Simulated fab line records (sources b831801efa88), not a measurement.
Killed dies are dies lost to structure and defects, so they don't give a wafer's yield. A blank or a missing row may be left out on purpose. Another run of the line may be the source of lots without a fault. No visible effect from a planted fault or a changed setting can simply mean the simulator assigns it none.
A struck lot beside a sound one -- flow gf180mcu -- 13 out of 602 route steps
Sound: these wafers, L104.2, L104.3, L104.4. The struck wafers were L100.2, L100.3, L100.4. At the end, the cause is stated.
Each step with rows lists, per side, the tool, then ch with its chambers, then its first start. Under that, the readings that differ: sound wafers -- struck wafers -- difference of the means -- sigmas: that difference in standard deviations of wafers without a fault.
alike: readings with means less than 2 such deviations apart, plus words and numbers identical on both sides. not compared: withheld readings, readings lacking a value on some wafer, bounds such as >300 that could conceal the same value, and numbers that have no deviation in the record and whose values overlap.
A row with sigmas, a row that says differs or no value, or rows on one side alone: a step with any of these is where the two part. When numbers do not overlap yet have no deviation, they are printed without sigmas and do not part them. A reading missing from all wafers of one side parts the sides only when that side holds two or more wafers.

first, 6 steps without rows for these wafers: GF_POLY_GATE_COAT_04; GF_POLY_GATE_COAT_05 (resist thk 700 nm); GF_POLY_GATE_SOFTBAKE_06 (time 60 s); GF_POLY_GATE_EXPOSE_07 (exposes mask Poly2, target cd 280 nm); GF_POLY_GATE_PEB_08 (peb time 90 s); GF_POLY_GATE_DEVELOP_09 (develop time 60 s).
GF_POLY_GATE_CD_MEAS_10: target cd 280 nm.
  sound on cd-sem-01, day 15 12:11; struck on cd-sem-02, day 14 06:49
  alike: cd-nm
GF_POLY_GATE_OVL_MEAS_11:
  sound on overlay-01, day 15 12:17; struck on overlay-01, day 14 06:55
  alike: POLY_GATE_OVL
GF_POLY_GATE_ETCH_12: etches BARC in N2/H2.
  sound on rie-diel-03 ch 0,2,3, day 15 12:19; struck on rie-diel-01 ch 1,2,3, day 14 06:57
  alike: drypump-motor-current-A, oes-product-au, throttle-valve-pct
GF_POLY_GATE_ETCH_13: etches poly-Si in HBr/Cl2, stops on SiO2, target depth 198.5 nm, time 69.6 s.
  sound on rie-si-01 ch 0,1,2, day 15 12:22; struck on rie-si-01 ch 0,1,3, day 14 07:00
  alike: drypump-motor-current-A, oes-product-au, throttle-valve-pct
  not compared: rf-hours-counter-h
GF_POLY_GATE_STRIP_14: strips in O2/N2.
  sound on plasma-asher-01 ch 0,1, day 15 12:25; struck on plasma-asher-02 ch 0,1, day 14 07:04
  alike: drypump-motor-current-A, heater-power-w, oes-product-au
  not compared: rf-hours-counter-h
then, 1 step without rows for these wafers: GF_POLY_GATE_CLEAN_15 (cleans in SC1/SC2, time 150 s).
GF_POLY_GATE_OXIDATION_16: stabilise 600 s, purge 300 s, target thk 4 nm.
  sound on furnace-01 ch 0, day 15 13:10; struck on furnace-02, day 14 09:19
  no value came back on the struck wafers for any of 5 readings (ox-temp-c (C), ox-temp-c-max and others); on the sound wafers ox-temp-c (C) reads 849.6 849.7 850.0

WHERE THEY PART
GF_POLY_GATE_OXIDATION_16 only, going by this record.

WHY: the cause the simulator had injected
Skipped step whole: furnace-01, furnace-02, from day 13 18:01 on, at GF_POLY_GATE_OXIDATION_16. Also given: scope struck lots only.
